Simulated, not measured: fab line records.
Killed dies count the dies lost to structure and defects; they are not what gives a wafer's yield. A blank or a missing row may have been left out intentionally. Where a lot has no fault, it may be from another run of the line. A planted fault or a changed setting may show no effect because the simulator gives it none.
fab line records :: flow gf180mcu :: part 2 of 2: steps 26 to 36 of 36
record
  lots=5
  wafers=15
  lastDay=34
route steps=602 shown PSD@257 NSD@262 SAB@264 SALICIDE@278 CONTACT@287
lots with no fault: from the same line, run without faults
startH: hours from the record's first day to the start of the lot's first wafer shown :: waitH: how many hours have passed since the lot's step before this one :: " identical to the entry in the row above :: L1.1+2: several wafers, shown together as one row :: - no value present, or no start provided :: * or withheld: withheld :: < > ~ a bound
route shown NAME@n: a module of which the file shows steps, and the number in the route of the first :: usual: the fault-free wafers' mean and standard deviation :: same: alike in all rows :: chamber/n: place in a boat :: sites: each site's reading :: _std_site: standard deviation of those values :: _edge_site: mean of outer sites minus mean of inner sites :: radiusMm: how far each site lies from the wafer's centre :: mask NAME#n: copy n :: behind: the tool/chamber that last shaped the wafer :: hold: why the lot was held/for how many hours/how that ended :: device: names the non-switching transistor (n, p or np) :: end of line: the same wafers' tests at the end of the route :: where a step has no rows: the recipe by itself :: killed: count of dies lost to structure and defects at first sort (not the wafer's yield) :: map: dies across one wafer; x = killed, . = not, _ = none there
set.NAME: the run value of the setting; set.NAME@STEP: its run value at that earlier step :: model.NAME: the simulator's own value behind a step, which no gauge read
certain route steps with their lots: each step a table, each wafer a row
services: from which hour (startH, from the record's first day; less than 0 if before it) a tool's chamber was out of use, for how many hours, and why
## steps
# step GF_SALICIDE_RS_MEAS_04
# recipe
  thkMeasGauge=four-point-probe
  reads=TiN_of_SALICIDE_SPUTTER_03+Co_of_SALICIDE_SPUTTER_02
# usual
  SALICIDE_TIN_RS=16.3/0.33
lot.wafer: L075.1
tool: filmMetro-01
chamber: -
startH: 343.40
waitH: 0.0
SALICIDE_TIN_RS[ohm/sq]: 16.4

lot.wafer: L075.4
tool: filmMetro-01
chamber: -
startH: 343.40
waitH: 0.0
SALICIDE_TIN_RS[ohm/sq]: 16.7

lot.wafer: L075.6
tool: filmMetro-01
chamber: -
startH: 343.40
waitH: 0.0
SALICIDE_TIN_RS[ohm/sq]: 16.5

lot.wafer: L076.3
tool: filmMetro-04
chamber: -
startH: 350.40
waitH: 0.1
SALICIDE_TIN_RS[ohm/sq]: 16.0

lot.wafer: L076.5
tool: filmMetro-04
chamber: -
startH: 350.40
waitH: 0.1
SALICIDE_TIN_RS[ohm/sq]: 16.5

lot.wafer: L076.6
tool: filmMetro-04
chamber: -
startH: 350.40
waitH: 0.1
SALICIDE_TIN_RS[ohm/sq]: 16.0

lot.wafer: L083.2
tool: filmMetro-02
chamber: -
startH: 416.32
waitH: 0.0
SALICIDE_TIN_RS[ohm/sq]: 16.6

lot.wafer: L083.4
tool: filmMetro-02
chamber: -
startH: 416.32
waitH: 0.0
SALICIDE_TIN_RS[ohm/sq]: 16.5

lot.wafer: L083.5
tool: filmMetro-02
chamber: -
startH: 416.32
waitH: 0.0
SALICIDE_TIN_RS[ohm/sq]: 16.6

lot.wafer: L090.1
tool: filmMetro-04
chamber: -
startH: 478.15
waitH: 0.0
SALICIDE_TIN_RS[ohm/sq]: 16.6

lot.wafer: L090.4
tool: filmMetro-04
chamber: -
startH: 478.15
waitH: 0.0
SALICIDE_TIN_RS[ohm/sq]: 16.6

lot.wafer: L090.6
tool: filmMetro-04
chamber: -
startH: 478.15
waitH: 0.0
SALICIDE_TIN_RS[ohm/sq]: 16.6

lot.wafer: L096.2
tool: filmMetro-02
chamber: -
startH: 524.19
waitH: 0.0
SALICIDE_TIN_RS[ohm/sq]: 16.5

lot.wafer: L096.3
tool: filmMetro-02
chamber: -
startH: 524.19
waitH: 0.0
SALICIDE_TIN_RS[ohm/sq]: 16.5

lot.wafer: L096.5
tool: filmMetro-02
chamber: -
startH: 524.19
waitH: 0.0
SALICIDE_TIN_RS[ohm/sq]: 16.1
# step GF_SALICIDE_THK_MEAS_05
# recipe
  thkMeasGauge=xrf
  reads=TiN_of_SALICIDE_SPUTTER_03
# usual
  SALICIDE_TIN_THK=20.04/0.25
lot.wafer: L075.1
tool: filmMetro-01
chamber: -
startH: 343.52
waitH: 0.1
SALICIDE_TIN_THK[nm]: 19.95

lot.wafer: L075.4
tool: filmMetro-01
chamber: -
startH: 343.52
waitH: 0.1
SALICIDE_TIN_THK[nm]: 19.93

lot.wafer: L075.6
tool: filmMetro-01
chamber: -
startH: 343.52
waitH: 0.1
SALICIDE_TIN_THK[nm]: 19.75

lot.wafer: L076.3
tool: filmMetro-04
chamber: -
startH: 350.50
waitH: 0.1
SALICIDE_TIN_THK[nm]: 20.72

lot.wafer: L076.5
tool: filmMetro-04
chamber: -
startH: 350.50
waitH: 0.1
SALICIDE_TIN_THK[nm]: 20.26

lot.wafer: L076.6
tool: filmMetro-04
chamber: -
startH: 350.50
waitH: 0.1
SALICIDE_TIN_THK[nm]: 20.59

lot.wafer: L083.2
tool: filmMetro-02
chamber: -
startH: 416.43
waitH: 0.1
SALICIDE_TIN_THK[nm]: 19.96

lot.wafer: L083.4
tool: filmMetro-02
chamber: -
startH: 416.43
waitH: 0.1
SALICIDE_TIN_THK[nm]: 20.43

lot.wafer: L083.5
tool: filmMetro-02
chamber: -
startH: 416.43
waitH: 0.1
SALICIDE_TIN_THK[nm]: 19.92

lot.wafer: L090.1
tool: filmMetro-04
chamber: -
startH: 478.27
waitH: 0.1
SALICIDE_TIN_THK[nm]: 19.84

lot.wafer: L090.4
tool: filmMetro-04
chamber: -
startH: 478.27
waitH: 0.1
SALICIDE_TIN_THK[nm]: 20.01

lot.wafer: L090.6
tool: filmMetro-04
chamber: -
startH: 478.27
waitH: 0.1
SALICIDE_TIN_THK[nm]: 19.92

lot.wafer: L096.2
tool: filmMetro-02
chamber: -
startH: 524.30
waitH: 0.1
SALICIDE_TIN_THK[nm]: 19.92

lot.wafer: L096.3
tool: filmMetro-02
chamber: -
startH: 524.30
waitH: 0.1
SALICIDE_TIN_THK[nm]: 20.25

lot.wafer: L096.5
tool: filmMetro-02
chamber: -
startH: 524.30
waitH: 0.1
SALICIDE_TIN_THK[nm]: 20.24
# step GF_SALICIDE_RTA_06
# recipe
  tempC=530
  timeS=30
  ambient=N2
# usual
  lampPowerPct=6.06/0.082
  wafer_temp_C_max=532.5/0.62
lot.wafer: L075.1
tool: rtpAnneal-01
chamber: 0
startH: 343.58
waitH: 0.1
lampPowerPct: 6.01
wafer_temp_C_max: 532.5

lot.wafer: L075.4
tool: rtpAnneal-01
chamber: 0
startH: 343.58
waitH: 0.1
lampPowerPct: 6.02
wafer_temp_C_max: 532.2

lot.wafer: L075.6
tool: rtpAnneal-01
chamber: 0
startH: 343.58
waitH: 0.1
lampPowerPct: 6.01
wafer_temp_C_max: 532.6

lot.wafer: L076.3
tool: rtpAnneal-02
chamber: 0
startH: 350.58
waitH: 0.1
lampPowerPct: 6.20
wafer_temp_C_max: 531.9

lot.wafer: L076.5
tool: rtpAnneal-02
chamber: 0
startH: 350.58
waitH: 0.1
lampPowerPct: 6.20
wafer_temp_C_max: 532.0

lot.wafer: L076.6
tool: rtpAnneal-02
chamber: 0
startH: 350.58
waitH: 0.1
lampPowerPct: 6.21
wafer_temp_C_max: 531.8

lot.wafer: L083.2
tool: rtpAnneal-01
chamber: 0
startH: 416.50
waitH: 0.1
lampPowerPct: 6.01
wafer_temp_C_max: 532.9

lot.wafer: L083.4
tool: rtpAnneal-01
chamber: 0
startH: 416.50
waitH: 0.1
lampPowerPct: 6.02
wafer_temp_C_max: 533.4

lot.wafer: L083.5
tool: rtpAnneal-01
chamber: 0
startH: 416.50
waitH: 0.1
lampPowerPct: 6.02
wafer_temp_C_max: 531.9

lot.wafer: L090.1
tool: rtpAnneal-01
chamber: 0
startH: 478.33
waitH: 0.1
lampPowerPct: 6.02
wafer_temp_C_max: 533.1

lot.wafer: L090.4
tool: rtpAnneal-01
chamber: 0
startH: 478.33
waitH: 0.1
lampPowerPct: 6.01
wafer_temp_C_max: 532.7

lot.wafer: L090.6
tool: rtpAnneal-01
chamber: 0
startH: 478.33
waitH: 0.1
lampPowerPct: 6.02
wafer_temp_C_max: 534.4

lot.wafer: L096.2
tool: rtpAnneal-02
chamber: 0
startH: 524.37
waitH: 0.1
lampPowerPct: 6.20
wafer_temp_C_max: 532.2

lot.wafer: L096.3
tool: rtpAnneal-02
chamber: 0
startH: 524.37
waitH: 0.1
lampPowerPct: 6.20
wafer_temp_C_max: 532.3

lot.wafer: L096.5
tool: rtpAnneal-02
chamber: 0
startH: 524.37
waitH: 0.1
lampPowerPct: 6.20
wafer_temp_C_max: 531.9
# step GF_SALICIDE_WET_ETCH_07
# recipe
  chemistry=SPM
  targetDepthNm=120
  dry=n2Spin
lot.wafer: L075.1+4+6
tool: wetBench-02
chamber: 1
startH: 343.68
waitH: 0.1

lot.wafer: L076.3+5+6
tool: wetBench-02
chamber: 1
startH: 350.64
waitH: 0.1

lot.wafer: L083.2+4+5
tool: wetBench-02
chamber: 1
startH: 416.58
waitH: 0.1

lot.wafer: L090.1+4+6
tool: wetBench-02
chamber: 3
startH: 478.43
waitH: 0.1

lot.wafer: L096.2+3+5
tool: wetBench-02
chamber: 2
startH: 524.45
waitH: 0.1
# step GF_SALICIDE_RTA_08
# recipe
  tempC=800
  timeS=30
  ambient=N2
# usual
  lampPowerPct=17.06/0.24
  wafer_temp_C_max=803.4/0.84
lot.wafer: L075.1
tool: rtpAnneal-02
chamber: 0
startH: 343.77
waitH: 0.0
lampPowerPct: 17.24
wafer_temp_C_max: 803.4

lot.wafer: L075.4
tool: rtpAnneal-02
chamber: 0
startH: 343.77
waitH: 0.0
lampPowerPct: 17.20
wafer_temp_C_max: 802.6

lot.wafer: L075.6
tool: rtpAnneal-02
chamber: 0
startH: 343.77
waitH: 0.0
lampPowerPct: 17.24
wafer_temp_C_max: 803.6

lot.wafer: L076.3
tool: rtpAnneal-01
chamber: 0
startH: 350.77
waitH: 0.0
lampPowerPct: 16.67
wafer_temp_C_max: 804.7

lot.wafer: L076.5
tool: rtpAnneal-01
chamber: 0
startH: 350.77
waitH: 0.0
lampPowerPct: 16.69
wafer_temp_C_max: 804.1

lot.wafer: L076.6
tool: rtpAnneal-01
chamber: 0
startH: 350.77
waitH: 0.0
lampPowerPct: 16.67
wafer_temp_C_max: 802.7

lot.wafer: L083.2
tool: rtpAnneal-02
chamber: 0
startH: 416.69
waitH: 0.0
lampPowerPct: 17.22
wafer_temp_C_max: 802.5

lot.wafer: L083.4
tool: rtpAnneal-02
chamber: 0
startH: 416.69
waitH: 0.0
lampPowerPct: 17.23
wafer_temp_C_max: 802.1

lot.wafer: L083.5
tool: rtpAnneal-02
chamber: 0
startH: 416.69
waitH: 0.0
lampPowerPct: 17.20
wafer_temp_C_max: 803.1

lot.wafer: L090.1
tool: rtpAnneal-02
chamber: 0
startH: 478.53
waitH: 0.0
lampPowerPct: 17.19
wafer_temp_C_max: 802.3

lot.wafer: L090.4
tool: rtpAnneal-02
chamber: 0
startH: 478.53
waitH: 0.0
lampPowerPct: 17.22
wafer_temp_C_max: 801.9

lot.wafer: L090.6
tool: rtpAnneal-02
chamber: 0
startH: 478.53
waitH: 0.0
lampPowerPct: 17.21
wafer_temp_C_max: 803.7

lot.wafer: L096.2
tool: rtpAnneal-01
chamber: 0
startH: 524.56
waitH: 0.0
lampPowerPct: 16.70
wafer_temp_C_max: 804.7

lot.wafer: L096.3
tool: rtpAnneal-01
chamber: 0
startH: 524.56
waitH: 0.0
lampPowerPct: 16.69
wafer_temp_C_max: 802.8

lot.wafer: L096.5
tool: rtpAnneal-01
chamber: 0
startH: 524.56
waitH: 0.0
lampPowerPct: 16.70
wafer_temp_C_max: 804.8
# step GF_CONTACT_CVD_00
# recipe
  material=SiO2
  targetThkNm=300
  sigmaOpenFrac=0.3
  tempC=400
  timeS=50
  sih4FlowSccm=60
  pressureMtorr=6
lot.wafer: L075.1+4+6
tool: hdpcvd-02
chamber: 2,2,0
startH: 343.87
waitH: 0.1

lot.wafer: L076.3+5+6
tool: hdpcvd-02
chamber: 2,1,2
startH: 350.84
waitH: 0.1

lot.wafer: L083.2+4+5
tool: hdpcvd-01
chamber: 0,2,0
startH: 416.77
waitH: 0.1

lot.wafer: L090.1+4+6
tool: hdpcvd-02
chamber: 2,1,0
startH: 478.63
waitH: 0.1

lot.wafer: L096.2+3+5
tool: hdpcvd-02
chamber: 0,1,0
startH: 524.64
waitH: 0.1
# step GF_CONTACT_THK_MEAS_01
# recipe
  reads=SiO2_of_CONTACT_CVD_00
# usual
  CONTACT_CVD_00_THK=300.5/2.9
lot.wafer: L075.1
tool: filmMetro-04
chamber: -
startH: 343.92
waitH: 0.0
CONTACT_CVD_00_THK[nm]: 302.5

lot.wafer: L075.4
tool: filmMetro-04
chamber: -
startH: 343.92
waitH: 0.0
CONTACT_CVD_00_THK[nm]: 303.0

lot.wafer: L075.6
tool: filmMetro-04
chamber: -
startH: 343.92
waitH: 0.0
CONTACT_CVD_00_THK[nm]: 306.5

lot.wafer: L076.3
tool: filmMetro-02
chamber: -
startH: 350.90
waitH: 0.0
CONTACT_CVD_00_THK[nm]: 301.1

lot.wafer: L076.5
tool: filmMetro-02
chamber: -
startH: 350.90
waitH: 0.0
CONTACT_CVD_00_THK[nm]: 299.2

lot.wafer: L076.6
tool: filmMetro-02
chamber: -
startH: 350.90
waitH: 0.0
CONTACT_CVD_00_THK[nm]: 302.9

lot.wafer: L083.2
tool: filmMetro-04
chamber: -
startH: 416.83
waitH: 0.0
CONTACT_CVD_00_THK[nm]: 297.3

lot.wafer: L083.4
tool: filmMetro-04
chamber: -
startH: 416.83
waitH: 0.0
CONTACT_CVD_00_THK[nm]: 297.5

lot.wafer: L083.5
tool: filmMetro-04
chamber: -
startH: 416.83
waitH: 0.0
CONTACT_CVD_00_THK[nm]: 298.5

lot.wafer: L090.1
tool: filmMetro-04
chamber: -
startH: 478.67
waitH: 0.0
CONTACT_CVD_00_THK[nm]: 299.3

lot.wafer: L090.4
tool: filmMetro-04
chamber: -
startH: 478.67
waitH: 0.0
CONTACT_CVD_00_THK[nm]: 297.5

lot.wafer: L090.6
tool: filmMetro-04
chamber: -
startH: 478.67
waitH: 0.0
CONTACT_CVD_00_THK[nm]: 297.7

lot.wafer: L096.2
tool: filmMetro-04
chamber: -
startH: 524.70
waitH: 0.0
CONTACT_CVD_00_THK[nm]: 303.2

lot.wafer: L096.3
tool: filmMetro-04
chamber: -
startH: 524.70
waitH: 0.0
CONTACT_CVD_00_THK[nm]: 302.3

lot.wafer: L096.5
tool: filmMetro-04
chamber: -
startH: 524.70
waitH: 0.0
CONTACT_CVD_00_THK[nm]: 301.8
# step GF_CONTACT_CVD_02
# recipe
  material=SiO2
  targetThkNm=860
  precursor=TEOS
  tempC=400
  timeS=95.992
  rfW=600
# usual
  heaterPowerW=632/72
lot.wafer: L075.1
tool: pecvd-02
chamber: 2
startH: 343.98
waitH: 0.1
heaterPowerW: 513

lot.wafer: L075.4
tool: pecvd-02
chamber: 2
startH: 343.98
waitH: 0.1
heaterPowerW: 565

lot.wafer: L075.6
tool: pecvd-02
chamber: 1
startH: 343.98
waitH: 0.1
heaterPowerW: 569

lot.wafer: L076.3
tool: pecvd-01
chamber: 1
startH: 350.94
waitH: 0.0
heaterPowerW: 535

lot.wafer: L076.5
tool: pecvd-01
chamber: 2
startH: 350.94
waitH: 0.0
heaterPowerW: 679

lot.wafer: L076.6
tool: pecvd-01
chamber: 1
startH: 350.94
waitH: 0.0
heaterPowerW: 587

lot.wafer: L083.2
tool: pecvd-01
chamber: 0
startH: 416.88
waitH: 0.0
heaterPowerW: 757

lot.wafer: L083.4
tool: pecvd-01
chamber: 2
startH: 416.88
waitH: 0.0
heaterPowerW: 557

lot.wafer: L083.5
tool: pecvd-01
chamber: 1
startH: 416.88
waitH: 0.0
heaterPowerW: 615

lot.wafer: L090.1
tool: pecvd-02
chamber: 2
startH: 478.73
waitH: 0.1
heaterPowerW: 517

lot.wafer: L090.4
tool: pecvd-02
chamber: 2
startH: 478.73
waitH: 0.1
heaterPowerW: 557

lot.wafer: L090.6
tool: pecvd-02
chamber: 0
startH: 478.73
waitH: 0.1
heaterPowerW: 602

lot.wafer: L096.2
tool: pecvd-03
chamber: 1
startH: 524.75
waitH: 0.0
heaterPowerW: 751

lot.wafer: L096.3
tool: pecvd-03
chamber: 2
startH: 524.75
waitH: 0.0
heaterPowerW: 621

lot.wafer: L096.5
tool: pecvd-03
chamber: 0
startH: 524.75
waitH: 0.0
heaterPowerW: 713
# step GF_CONTACT_THK_MEAS_03
# recipe
  reads=SiO2_of_CONTACT_CVD_02
# usual
  CONTACT_CVD_02_THK=858/12
lot.wafer: L075.1
tool: filmMetro-03
chamber: -
startH: 344.05
waitH: 0.0
CONTACT_CVD_02_THK[nm]: 859

lot.wafer: L075.4
tool: filmMetro-03
chamber: -
startH: 344.05
waitH: 0.0
CONTACT_CVD_02_THK[nm]: 872

lot.wafer: L075.6
tool: filmMetro-03
chamber: -
startH: 344.05
waitH: 0.0
CONTACT_CVD_02_THK[nm]: 877

lot.wafer: L076.3
tool: filmMetro-03
chamber: -
startH: 351.03
waitH: 0.1
CONTACT_CVD_02_THK[nm]: 847

lot.wafer: L076.5
tool: filmMetro-03
chamber: -
startH: 351.03
waitH: 0.1
CONTACT_CVD_02_THK[nm]: 873

lot.wafer: L076.6
tool: filmMetro-03
chamber: -
startH: 351.03
waitH: 0.1
CONTACT_CVD_02_THK[nm]: 870

lot.wafer: L083.2
tool: filmMetro-02
chamber: -
startH: 416.96
waitH: 0.0
CONTACT_CVD_02_THK[nm]: 851

lot.wafer: L083.4
tool: filmMetro-02
chamber: -
startH: 416.96
waitH: 0.0
CONTACT_CVD_02_THK[nm]: 872

lot.wafer: L083.5
tool: filmMetro-02
chamber: -
startH: 416.96
waitH: 0.0
CONTACT_CVD_02_THK[nm]: 868

lot.wafer: L090.1
tool: filmMetro-04
chamber: -
startH: 478.80
waitH: 0.0
CONTACT_CVD_02_THK[nm]: 869

lot.wafer: L090.4
tool: filmMetro-04
chamber: -
startH: 478.80
waitH: 0.0
CONTACT_CVD_02_THK[nm]: 878

lot.wafer: L090.6
tool: filmMetro-04
chamber: -
startH: 478.80
waitH: 0.0
CONTACT_CVD_02_THK[nm]: 884

lot.wafer: L096.2
tool: filmMetro-03
chamber: -
startH: 524.83
waitH: 0.0
CONTACT_CVD_02_THK[nm]: 839

lot.wafer: L096.3
tool: filmMetro-03
chamber: -
startH: 524.83
waitH: 0.0
CONTACT_CVD_02_THK[nm]: 830

lot.wafer: L096.5
tool: filmMetro-03
chamber: -
startH: 524.83
waitH: 0.0
CONTACT_CVD_02_THK[nm]: 840
# step GF_CONTACT_CMP_04
# recipe
  material=SiO2
  downForcePsi=4
  platenRpm=60
  padVelocityMS=0.94248
# usual
  motorCurrentA=11.6/1.2
  timeToEndpointS=110/5
lot.wafer: L075.4
tool: cmp-02
chamber: 2
startH: 344.11
waitH: 0.0
motorCurrentA: 14.1
timeToEndpointS: 109

lot.wafer: L075.1
tool: cmp-02
chamber: 3
startH: 344.11
waitH: 0.0
motorCurrentA: 11.9
timeToEndpointS: 113

lot.wafer: L075.6
tool: cmp-02
chamber: 3
startH: 344.11
waitH: 0.0
motorCurrentA: 11.9
timeToEndpointS: 113

lot.wafer: L076.3
tool: cmp-02
chamber: 2
startH: 351.30
waitH: 0.3
motorCurrentA: 13.8
timeToEndpointS: 102

lot.wafer: L076.5
tool: cmp-02
chamber: 2
startH: 351.30
waitH: 0.3
motorCurrentA: 13.4
timeToEndpointS: 113

lot.wafer: L076.6
tool: cmp-02
chamber: 3
startH: 351.30
waitH: 0.3
motorCurrentA: 12.4
timeToEndpointS: 111

lot.wafer: L083.4
tool: cmp-01
chamber: 1
startH: 417.01
waitH: 0.0
motorCurrentA: 11.8
timeToEndpointS: 114

lot.wafer: L083.2
tool: cmp-01
chamber: 2
startH: 417.01
waitH: 0.0
motorCurrentA: 11.7
timeToEndpointS: 106

lot.wafer: L083.5
tool: cmp-01
chamber: 1
startH: 417.01
waitH: 0.0
motorCurrentA: 12.1
timeToEndpointS: 112

lot.wafer: L090.1
tool: cmp-02
chamber: 2
startH: 478.86
waitH: 0.1
motorCurrentA: 13.3
timeToEndpointS: 106

lot.wafer: L090.4
tool: cmp-02
chamber: 1
startH: 478.86
waitH: 0.1
motorCurrentA: 10.1
timeToEndpointS: 117

lot.wafer: L090.6
tool: cmp-02
chamber: 2
startH: 478.86
waitH: 0.1
motorCurrentA: 13.4
timeToEndpointS: 115

lot.wafer: L096.2
tool: cmp-01
chamber: 1
startH: 524.93
waitH: 0.1
motorCurrentA: 12.7
timeToEndpointS: 108

lot.wafer: L096.3
tool: cmp-01
chamber: 3
startH: 524.93
waitH: 0.1
motorCurrentA: 10.2
timeToEndpointS: 103

lot.wafer: L096.5
tool: cmp-01
chamber: 0
startH: 524.93
waitH: 0.1
motorCurrentA: 11.6
timeToEndpointS: 107
# step GF_CONTACT_BOW_MEAS_05
# recipe
  mode=bow
# usual
  CONTACT_BOW=65/6.3
lot.wafer: L075.1
tool: filmMetro-03
chamber: -
startH: 344.41
waitH: 0.2
CONTACT_BOW[um]: 61

lot.wafer: L075.4
tool: filmMetro-03
chamber: -
startH: 344.41
waitH: 0.2
CONTACT_BOW[um]: 63

lot.wafer: L075.6
tool: filmMetro-03
chamber: -
startH: 344.41
waitH: 0.2
CONTACT_BOW[um]: 75

lot.wafer: L076.3
tool: filmMetro-04
chamber: -
startH: 351.64
waitH: 0.3
CONTACT_BOW[um]: 71

lot.wafer: L076.5
tool: filmMetro-04
chamber: -
startH: 351.64
waitH: 0.3
CONTACT_BOW[um]: 61

lot.wafer: L076.6
tool: filmMetro-04
chamber: -
startH: 351.64
waitH: 0.3
CONTACT_BOW[um]: 59

lot.wafer: L083.2
tool: filmMetro-02
chamber: -
startH: 417.33
waitH: 0.2
CONTACT_BOW[um]: 56

lot.wafer: L083.4
tool: filmMetro-02
chamber: -
startH: 417.33
waitH: 0.2
CONTACT_BOW[um]: 57

lot.wafer: L083.5
tool: filmMetro-02
chamber: -
startH: 417.33
waitH: 0.2
CONTACT_BOW[um]: 72

lot.wafer: L090.1
tool: filmMetro-02
chamber: -
startH: 479.16
waitH: 0.2
CONTACT_BOW[um]: 58

lot.wafer: L090.4
tool: filmMetro-02
chamber: -
startH: 479.16
waitH: 0.2
CONTACT_BOW[um]: 68

lot.wafer: L090.6
tool: filmMetro-02
chamber: -
startH: 479.16
waitH: 0.2
CONTACT_BOW[um]: 61

lot.wafer: L096.2
tool: filmMetro-04
chamber: -
startH: 525.23
waitH: 0.3
CONTACT_BOW[um]: 62

lot.wafer: L096.3
tool: filmMetro-04
chamber: -
startH: 525.23
waitH: 0.3
CONTACT_BOW[um]: 60

lot.wafer: L096.5
tool: filmMetro-04
chamber: -
startH: 525.23
waitH: 0.3
CONTACT_BOW[um]: 70
## services
tool: cmp-01
chamber: -
startH: 298.89
hours: 1.4
kind: repair

tool: ilineStepper-01
chamber: -
startH: 306.82
hours: 8.9
kind: pm

tool: plasmaAsher-04
chamber: -
startH: 308.68
hours: 1.0
kind: repair

tool: pecvd-04
chamber: -
startH: 314.09
hours: 4.6
kind: repair

tool: rieDiel-02
chamber: 1
startH: 315.15
hours: 16.2
kind: repair

tool: pvdSputter-03
chamber: -
startH: 318.09
hours: 40.3
kind: repair

tool: implanter-04
chamber: -
startH: 334.74
hours: 5.2
kind: repair

tool: plasmaAsher-03
chamber: -
startH: 343.78
hours: 6.3
kind: repair

tool: implanter-04
chamber: -
startH: 354.91
hours: 2.0
kind: repair

tool: wetBench-03
chamber: -
startH: 369.48
hours: 39.7
kind: pm

tool: rtpAnneal-01
chamber: -
startH: 408.73
hours: 6.3
kind: pm

tool: pecvd-02
chamber: -
startH: 420.11
hours: 5.1
kind: repair

tool: plasmaAsher-03
chamber: -
startH: 421.25
hours: 9.0
kind: pm

tool: pecvd-03
chamber: 1
startH: 433.43
hours: 2.5
kind: repair

tool: pecvd-02
chamber: -
startH: 443.65
hours: 2.4
kind: repair

tool: pvdSputter-01
chamber: -
startH: 445.57
hours: 2.4
kind: repair

tool: plasmaAsher-03
chamber: -
startH: 461.10
hours: 14.6
kind: pm

tool: pvdSputter-03
chamber: -
startH: 473.31
hours: 2.2
kind: repair

tool: pecvd-03
chamber: -
startH: 474.64
hours: 2.8
kind: pm

tool: ilineStepper-01
chamber: -
startH: 479.01
hours: 1.7
kind: pm

tool: cmp-02
chamber: -
startH: 479.68
hours: 0.5
kind: repair

tool: cmp-02
chamber: -
startH: 488.59
hours: 1.2
kind: repair

tool: ilineStepper-01
chamber: -
startH: 494.94
hours: 5.6
kind: repair

tool: plasmaAsher-04
chamber: -
startH: 502.67
hours: 2.8
kind: pm
